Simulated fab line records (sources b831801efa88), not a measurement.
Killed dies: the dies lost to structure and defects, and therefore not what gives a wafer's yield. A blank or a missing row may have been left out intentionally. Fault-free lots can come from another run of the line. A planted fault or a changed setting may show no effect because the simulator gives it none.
The tool behind it: which one? -- flow sky130 -- 15 lots with 45 wafers sampled at 3 steps, on a route of 708 steps

WHAT EACH GAUGE READ, for each wafer
SKY_CAP2M_RS_MEAS_03: a four-point-probe measurement. Usual: CAP2M_TIN_RS gives 6.90 ohm/sq (standard deviation 0.09).
lot,measured,on,CAP2M_TIN_RS (ohm/sq),flag
L162,day 39 05:54,film-metro-01,7.07 6.96 6.90,
L163,day 39 18:26,film-metro-02,6.87 6.83 6.84,
L165,day 40 16:55,film-metro-04,6.86 6.95 6.76,
L166,day 40 23:19,film-metro-02,6.84 6.72 6.86,
L167,day 41 02:55,film-metro-04,7.08 6.96 6.88,
L168,day 41 09:31,film-metro-04,6.87 6.91 6.85,
L169,day 41 17:46,film-metro-02,6.77 6.83 6.90,
L172,day 42 15:56,film-metro-02,6.79 6.94 6.83,
L173,day 42 22:35,film-metro-01,6.82 6.86 6.91,
L175,day 43 12:08,film-metro-02,6.91 7.06 6.90,
L176,day 43 21:06,film-metro-02,6.77 6.92 6.96,
L177,day 44 07:09,film-metro-01,6.86 6.79 6.86,
L178,day 44 09:40,film-metro-04,6.89 6.83 6.76,
L180,day 44 18:14,film-metro-01,6.94 6.87 7.07,
L181,day 45 01:40,film-metro-04,6.99 7.04 6.95,

SKY_CAP2M_OVL_MEAS_12. Usual: CAP2M_OVL gives 1.5 nm (standard deviation 1.2).
lot,measured,on,CAP2M_OVL (nm),flag
L162,day 40 07:16,overlay-01,0.1 1.5 -0.3,
L163,day 40 18:46,overlay-01,2.9 1.2 2.7,
L165,day 41 16:49,overlay-02,3.8 2.2 1.5,
L166,day 41 22:20,overlay-01,1.4 1.8 1.4,
L167,day 42 01:40,overlay-01,1.4 1.2 2.2,
L168,day 42 08:55,overlay-02,1.2 2.4 1.7,
L169,day 42 16:40,overlay-02,1.2 0.6 1.4,
L172,day 43 14:41,overlay-01,4.8 3.3 2.0,
L173,day 43 21:07,overlay-02,2.9 2.6 2.3,
L175,day 44 10:53,overlay-01,3.8 2.5 1.6,
L176,day 44 19:34,overlay-02,2.6 2.0 -0.1,
L177,day 45 04:58,overlay-02,2.3 1.8 1.5,
L178,day 45 07:13,overlay-02,-0.2 2.0 1.8,
L180,day 45 15:19,overlay-02,1.9 1.0 1.5,
L181,day 45 22:28,overlay-01,1.9 1.7 0.5,

WHAT TOOL EACH LOT RAN ON (gives the tool, then ch and the chambers of the sampled wafers, and finally the start)
lot,SKY_CONTACT_CLEAN_21
L162,"wet-bench-04 ch 1, day 30 23:14"
L163,"wet-bench-04 ch 0, day 31 15:01"
L165,"wet-bench-04 ch 0, day 32 15:14"
L166,"wet-bench-04 ch 0, day 32 22:31"
L167,"wet-bench-04 ch 2, day 33 03:32"
L168,"wet-bench-02 ch 1, day 33 08:53"
L169,"wet-bench-04 ch 2, day 33 19:32"
L172,"wet-bench-01 ch 2, day 34 20:59"
L173,"wet-bench-01 ch 1, day 35 06:45"
L175,"wet-bench-04 ch 1, day 35 20:24"
L176,"wet-bench-04 ch 0, day 36 08:00"
L177,"wet-bench-04 ch 0, day 36 17:05"
L178,"wet-bench-04 ch 2, day 36 21:11"
L180,"wet-bench-02 ch 2, day 37 05:12"
L181,"wet-bench-04 ch 3, day 37 17:05"
- SKY_CONTACT_CLEAN_21: cleans in IPA, time 180 s.

AS READ BY THE TOOLS THEMSELVES (means over the sampled wafers that have a number; for cases with no such wafer, the mark the record gives instead)
The record holds no such reading with a usual standard deviation.

THE ANSWER, worked out from the rows above alone
Rule: take the mean of a lot's wafers that have a number; if it is more than 3 standard deviations from the usual mean, the lot is off. Also off: a lot with no number at a reading for which 4 or more lots have one. Any other lot the step has rows for is counted as sound. Order of review: gauges by route order, followed by the tools' own readings, for which a lot's mean as printed above is used. The first step at which some lot is off is used, and at that step the reading that is off furthest; a lot without a number counts as furthest.
No lot is off at any reading shown: from this, nothing can be told.

WHAT WAS PUT IN BY THE SIMULATOR
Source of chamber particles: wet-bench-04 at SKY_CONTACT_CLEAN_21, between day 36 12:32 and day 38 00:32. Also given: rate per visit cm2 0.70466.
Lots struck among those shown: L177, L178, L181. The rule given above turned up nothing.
